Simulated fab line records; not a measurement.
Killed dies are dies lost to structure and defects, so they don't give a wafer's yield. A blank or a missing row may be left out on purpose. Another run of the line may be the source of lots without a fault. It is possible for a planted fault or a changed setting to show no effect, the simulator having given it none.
Which tool did it? | flow gf180mcu | route of 602 steps, sampled at 1 step: 7 lots, 21 wafers

== WHAT EACH GAUGE READ, for each wafer ==
GF_M3_OVL_MEAS_15.
lot  | measured     | on         | M3_OVL (nm)
L895 | day 21 11:07 | overlay-01 | 0 4 -2
L897 | day 22 13:20 | overlay-02 | -3 -2 3
L902 | day 24 03:47 | overlay-02 | -5 -4 -4
L907 | day 26 04:20 | overlay-02 | -4 -2 -5
L911 | day 27 11:44 | overlay-01 | 1 -1 -8
L913 | day 27 16:38 | overlay-01 | 0 3 5
L915 | day 28 05:45 | overlay-01 | 4 6 8

== EACH LOT AND THE TOOL THAT RAN IT (in order: tool; ch and the chambers of the sampled wafers; start) ==
Before these readings, the record contains no process step.

== THE ANSWER, worked out from the rows above alone ==
Rule: the usual values come from the lots themselves. The widest of any qualifying gaps counts: lots, ordered by their means at a reading, are off when they make up no more than a third of the lots, leave a main group of 4 or more, and stand apart from it by 3 or more times the standard deviation of that group's means. A main group is skipped when, at the precision printed for the reading in the tables above, its means are all equal. A lot without any number at a reading at which 4 lots or more have one is off too. All remaining lots with rows at the step are treated as sound.
None of the lots is off at any reading shown; this tells nothing.

== WHAT HAD BEEN PUT IN BY THE SIMULATOR ==
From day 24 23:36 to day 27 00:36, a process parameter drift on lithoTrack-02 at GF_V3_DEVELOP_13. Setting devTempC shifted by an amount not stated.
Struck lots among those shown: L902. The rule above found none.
